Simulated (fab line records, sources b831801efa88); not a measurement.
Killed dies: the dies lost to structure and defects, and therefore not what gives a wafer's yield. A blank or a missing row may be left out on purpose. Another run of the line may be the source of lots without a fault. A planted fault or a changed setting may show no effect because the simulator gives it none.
8D (eight disciplines) problem report, filled in by code | flow gf180mcu | the parts of the form that need people (team, actions taken, sign-off) are left out

## 1. THE ISSUE
Across 6 wafers from 2 lots, CONTACT_W_RS at GF_CONTACT_RS_MEAS_25 averages 0.418 ohm/sq, while fault-free wafers read 0.382 ohm/sq with a standard deviation of 0.0069. Relative to the usual mean, that is a shift of +5.2 standard deviations.
The step: measures by four-point-probe.
Seen first at day 20 03:34 on film_metro-01, wafer L903.1. Wafers with a number at this step in the record: 36, from 12 lots. By rule, "out" or "out of limits" means more than 4 standard deviations away from the usual mean. All remaining wafers that have a number are taken as sound.

## 2. WHAT IT IS AND WHAT IT IS NOT
question                    | is                           | is not
which readings at this step | CONTACT_W_RS                 | -
which lots                  | L903, L905                   | L894, L895, L897, L898, L899, L900, L901, L913, L915, L916
which wafers of those lots  | all that have a number       | -
read on which gauges        | film_metro-01, film_metro-03 | film_metro-02
when                        | from day 20 03:34            | up to then (21 sound wafers); but 9 sound wafers of L913, L915, L916 came after

## 3. THE SUSPECTS, EACH WITH WHAT RULES IT OUT
Counting: any tool at a process step up to the reading is kept as a suspect provided that every lot that is out went through it and no sound lot did after the first of them.
- ruled out: the gauge at GF_CONTACT_RS_MEAS_25. 2 gauges (film_metro-01, film_metro-03) read the wafers that are out.
- cvd_w-02 at GF_CONTACT_CVD_24 (deposits W, target thk 300 nm, time 90.339 s): kept. It processed each lot that is out, first L903 at day 20 03:28, and no sound lot thereafter; up to then, the last sound lot it processed was L900 at day 18 16:34. Its own readings are out on those wafers: chamber_pressure_Torr.
Left after counting: cvd_w-02 at GF_CONTACT_CVD_24.

## 4. THE CAUSE (what the simulator had put in)
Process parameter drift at GF_CONTACT_CVD_24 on cvd_w-02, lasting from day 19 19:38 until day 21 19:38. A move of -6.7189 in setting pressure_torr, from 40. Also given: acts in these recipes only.
Only this tool survived the counting.

## 5. SEQUENCE OF EFFECTS, ordered by route
One row per reading whose mean, taken over the struck wafers that have a number, lies over 3 standard deviations from the usual. Only readings whose record carries a usual standard deviation are examined. hours: median over the lots of the time between each lot's start at the first step of this table that gives one and its start at this step. sigmas: the change, counted in usual standard deviations.
hours | step                   | reading               | usual        | on struck wafers | change | sigmas
0     | GF_CONTACT_CVD_24      | chamber_pressure_Torr | 40.01 Torr   | 33.27            | -6.74  | -82
0     | GF_CONTACT_RS_MEAS_25  | CONTACT_W_RS          | 0.382 ohm/sq | 0.418            | +0.036 | +5.2
0     | GF_CONTACT_THK_MEAS_26 | CONTACT_W_THK         | 298 nm       | 274              | -24    | -4.3
It contains these process steps:
- GF_CONTACT_CVD_24: deposits W, target thk 300 nm, time 90.339 s.

## 6. WHAT WOULD HAVE CAUGHT IT SOONER
Counted from the fault's start at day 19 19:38, it took 8 hours until the first out-of-limits reading at a measuring or inspecting step in this record, taken at day 20 03:34.
The tool's own readings at GF_CONTACT_CVD_24 were out on every struck wafer that the step has a row for (chamber_pressure_Torr): an alarm limit on them would have fired on the first of those.
L905, from the lots that are out (2), started GF_CONTACT_CVD_24 on cvd_w-02 later than day 20 03:34. Putting the tool on hold at that point would have spared it.
